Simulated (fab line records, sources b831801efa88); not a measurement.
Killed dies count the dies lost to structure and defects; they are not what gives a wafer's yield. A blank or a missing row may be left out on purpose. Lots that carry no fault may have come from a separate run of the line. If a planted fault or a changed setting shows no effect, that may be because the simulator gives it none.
Which tool was responsible? || flow sky130 || 12 lots with 36 wafers sampled at 2 steps, on a route of 708 steps

## WHAT THE GAUGES SHOWED, per wafer
SKY_CONTACT_BOW_MEAS_05. Usual: for CONTACT_BOW the level is 82 um and the standard deviation is 6.7.
{"lot": "L481", "measured": "day 31 15:19", "on": "filmMetro-02", "CONTACT_BOW (um)": "80 68 79", "flag": ""}
{"lot": "L482", "measured": "day 32 02:38", "on": "filmMetro-01", "CONTACT_BOW (um)": "77 85 85", "flag": ""}
{"lot": "L483", "measured": "day 32 16:57", "on": "filmMetro-02", "CONTACT_BOW (um)": "89 78 97", "flag": ""}
{"lot": "L484", "measured": "day 32 17:16", "on": "filmMetro-01", "CONTACT_BOW (um)": "80 87 78", "flag": ""}
{"lot": "L485", "measured": "day 32 18:08", "on": "filmMetro-02", "CONTACT_BOW (um)": "62 80 84", "flag": ""}
{"lot": "L486", "measured": "day 34 03:07", "on": "filmMetro-04", "CONTACT_BOW (um)": "81 98 78", "flag": ""}
{"lot": "L488", "measured": "day 34 04:19", "on": "filmMetro-04", "CONTACT_BOW (um)": "91 85 87", "flag": ""}
{"lot": "L494", "measured": "day 35 22:11", "on": "filmMetro-01", "CONTACT_BOW (um)": "90 81 75", "flag": ""}
{"lot": "L498", "measured": "day 37 01:07", "on": "filmMetro-02", "CONTACT_BOW (um)": "83 81 76", "flag": ""}
{"lot": "L499", "measured": "day 37 12:47", "on": "filmMetro-02", "CONTACT_BOW (um)": "77 80 78", "flag": ""}
{"lot": "L500", "measured": "day 37 18:27", "on": "filmMetro-04", "CONTACT_BOW (um)": "79 81 85", "flag": ""}
{"lot": "L501", "measured": "day 37 19:12", "on": "filmMetro-02", "CONTACT_BOW (um)": "86 82 76", "flag": ""}

SKY_CONTACT_CD_MEAS_14 targets a cd of 170 nm. Usual: cdNm reads 170.1 nm (standard deviation 1.4).
{"lot": "L481", "measured": "day 32 17:53", "on": "cdSem-01", "cdNm (nm)": "170.4 170.5 171.5", "flag": ""}
{"lot": "L482", "measured": "day 33 05:32", "on": "cdSem-02", "cdNm (nm)": "170.3 170.4 170.6", "flag": ""}
{"lot": "L483", "measured": "day 33 19:50", "on": "cdSem-01", "cdNm (nm)": "170.8 170.4 170.6", "flag": ""}
{"lot": "L484", "measured": "day 33 20:12", "on": "cdSem-02", "cdNm (nm)": "169.5 170.5 169.6", "flag": ""}
{"lot": "L485", "measured": "day 33 20:51", "on": "cdSem-01", "cdNm (nm)": "169.0 169.2 168.1", "flag": ""}
{"lot": "L486", "measured": "day 35 05:38", "on": "cdSem-01", "cdNm (nm)": "170.2 170.2 171.2", "flag": ""}
{"lot": "L488", "measured": "day 35 07:29", "on": "cdSem-02", "cdNm (nm)": "169.3 169.7 170.5", "flag": ""}
{"lot": "L494", "measured": "day 37 00:22", "on": "cdSem-01", "cdNm (nm)": "170.5 172.4 172.2", "flag": ""}
{"lot": "L498", "measured": "day 38 02:34", "on": "cdSem-01", "cdNm (nm)": "171.0 171.0 171.0", "flag": ""}
{"lot": "L499", "measured": "day 38 14:28", "on": "cdSem-01", "cdNm (nm)": "168.7 171.0 171.9", "flag": ""}
{"lot": "L500", "measured": "day 38 19:31", "on": "cdSem-02", "cdNm (nm)": "171.0 170.7 170.9", "flag": ""}
{"lot": "L501", "measured": "day 38 21:20", "on": "cdSem-01", "cdNm (nm)": "171.2 170.2 170.4", "flag": ""}

## EACH LOT AND THE TOOL THAT RAN IT (in order: tool; ch and the chambers of the sampled wafers; start)
No process step before these readings appears in the record.

## AS READ BY THE TOOLS THEMSELVES (means over the sampled wafers that have a number; for cases with no such wafer, the mark the record gives instead)
The record holds no such reading with a usual standard deviation.

## THE ANSWER, worked out from the rows above alone
Rule: take the mean of a lot's wafers that have a number; if it is more than 3 standard deviations from the usual mean, the lot is off. Also off: a lot with no number at a reading for which 4 or more lots have one. Any other lot the step has rows for is counted as sound. First the gauges in route order, then the tools' own readings, where a lot's mean is used as printed above. At the first step where some lot is off, the reading lying furthest off is the one used; lots without a number count as furthest.
None of the lots is off at any reading shown; this tells nothing.

## WHAT HAD BEEN PUT IN BY THE SIMULATOR
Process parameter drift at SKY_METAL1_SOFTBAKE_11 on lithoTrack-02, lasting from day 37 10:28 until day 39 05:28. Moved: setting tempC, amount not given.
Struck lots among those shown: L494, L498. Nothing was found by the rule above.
